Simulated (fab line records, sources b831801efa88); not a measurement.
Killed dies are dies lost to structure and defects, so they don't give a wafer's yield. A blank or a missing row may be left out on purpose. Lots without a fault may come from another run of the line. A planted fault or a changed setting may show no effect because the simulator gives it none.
A struck lot beside a sound one | flow gf180mcu | 13 steps out of a route of 602
Sound: wafers L393.2, L393.3, L393.5. Struck: wafers L396.1, L396.2, L396.6. The cause comes at the end.
At each step with rows: each side's tool, then ch and its chambers, then its first start. Under that, the readings that differ: sound wafers | struck wafers | difference of the means | sigmas: that difference in standard deviations of wafers without a fault.
alike: readings whose means differ by less than 2 such deviations, and words and numbers that are the same on both sides. not compared: withheld readings, readings that some wafer has no value for, bounds like >300 that may hide the same value, and numbers for which the record gives no deviation and whose values overlap.
The two part at a step that has a row with sigmas, a row that says differs or no value, or rows on one side only. Numbers that don't overlap but have no deviation are shown without sigmas and don't part them. A reading that every wafer of one side lacks parts them only if that side has two wafers or more.

GF_STI_BOW_MEAS_00:
  sound on film_metro-04, day 4 13:01; struck on film_metro-03, day 5 04:00
  alike: INCOMING_BOW
then, 1 step without rows for these wafers: GF_STI_OXIDATION_01 (stabilise 600 s, purge 300 s, target thk 10 nm).
GF_STI_THK_MEAS_02:
  sound on film_metro-03, day 4 14:31; struck on film_metro-04, day 5 05:31
  alike: STI_OXIDATION_THK
then, 1 step without rows for these wafers: GF_STI_CVD_03 (deposits Si3N4 from DCS/NH3, target thk 207.16 nm, time 3551 s).
GF_STI_THK_MEAS_04:
  sound on film_metro-03, day 4 16:34; struck on film_metro-04, day 5 07:34
  reading             | sound             | struck            | difference | sigmas
  STI_CVD_03_THK (nm) | 209.5 207.8 210.7 | 204.0 205.4 204.9 | -4.6       | -3
then, 5 steps without rows for these wafers: GF_STI_DEHYDRATE_05 (time 60 s); GF_STI_HMDS_06 (prime time 60 s); GF_STI_COAT_07 (resist thk 700 nm); GF_STI_SOFTBAKE_08 (time 60 s); GF_STI_EXPOSE_09 (exposes mask COMP, target cd 220 nm).
GF_STI_PEB_10: peb time 90 s.
  sound on litho_track-04 ch 0, day 5 06:16; struck on litho_track-03 ch 0, day 5 21:39
  reading                  | sound             | struck            | difference | sigmas
  heater_power_total_W (W) | 85.81 85.62 85.50 | 87.90 87.92 87.95 | +2.28      | +27
then, 1 step without rows for these wafers: GF_STI_DEVELOP_11 (develop time 60 s).
GF_PASSIVATION_PROBE_99:
  the record has rows for the sound wafers here (prober-02, day 33 07:13) and none for the struck ones

WHERE THEY PART
First at GF_STI_THK_MEAS_04; last, within this record, at GF_PASSIVATION_PROBE_99.

WHY: what the simulator had put in
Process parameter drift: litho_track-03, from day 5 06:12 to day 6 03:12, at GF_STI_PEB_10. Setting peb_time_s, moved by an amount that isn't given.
